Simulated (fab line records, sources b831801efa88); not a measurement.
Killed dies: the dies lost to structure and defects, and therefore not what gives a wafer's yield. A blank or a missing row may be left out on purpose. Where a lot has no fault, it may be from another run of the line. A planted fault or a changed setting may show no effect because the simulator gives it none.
Which of the tools did it? | flow gf180mcu | 13 lots (39 wafers sampled), 1 step of a 602-step route

## WHAT EACH GAUGE READ, for each wafer
GF_M3_RS_MEAS_05: the measuring method here is four-point-probe. Usual: M3_ALCU_RS gives 0.0694 ohm/sq (standard deviation 0.00089).
lot  | measured     | on            | M3_ALCU_RS (ohm/sq)  | flag
L598 | day 20 13:05 | film-metro-04 | 0.0701 0.0713 0.0711 |
L602 | day 21 19:49 | film-metro-02 | 0.0702 0.0702 0.0700 |
L603 | day 22 07:44 | film-metro-04 | 0.0694 0.0690 0.0675 |
L604 | day 22 17:28 | film-metro-04 | 0.0701 0.0687 0.0690 |
L605 | day 23 03:25 | film-metro-02 | 0.0701 0.0699 0.0699 |
L607 | day 23 16:46 | film-metro-03 | 0.0690 0.0693 0.0691 |
L610 | day 24 17:50 | film-metro-04 | 0.0691 0.0690 0.0691 |
L616 | day 26 16:08 | film-metro-04 | 0.0690 0.0699 0.0688 |
L617 | day 26 23:15 | film-metro-04 | 0.0688 0.0689 0.0686 |
L618 | day 27 01:58 | film-metro-04 | 0.0687 0.0677 0.0681 |
L619 | day 27 08:11 | film-metro-02 | 0.0699 0.0674 0.0680 |
L620 | day 27 16:25 | film-metro-04 | 0.0701 0.0697 0.0698 |
L621 | day 28 01:06 | film-metro-04 | 0.0683 0.0683 0.0677 |

## EACH LOT AND THE TOOL THAT RAN IT (in order: tool; ch and the chambers of the sampled wafers; start)
Record: no process step prior to these readings.

## AS READ BY THE TOOLS THEMSELVES (means over the sampled wafers that have a number; for cases with no such wafer, the mark the record gives instead)
The record holds no such reading with a usual standard deviation.

## THE ANSWER, worked out from the rows above alone
Rule: take the mean of a lot's wafers that have a number; if it is more than 3 standard deviations from the usual mean, the lot is off. Also off: a lot with no number at a reading for which 4 or more lots have one. All remaining lots with rows at the step are treated as sound. Order of review: gauges by route order, followed by the tools' own readings, for which a lot's mean as printed above is used. At the first step where some lot is off, the reading lying furthest off is the one used; lots without a number count as furthest.
No lot is off at any reading shown: from this, nothing can be told.

## WHAT HAD BEEN PUT IN BY THE SIMULATOR
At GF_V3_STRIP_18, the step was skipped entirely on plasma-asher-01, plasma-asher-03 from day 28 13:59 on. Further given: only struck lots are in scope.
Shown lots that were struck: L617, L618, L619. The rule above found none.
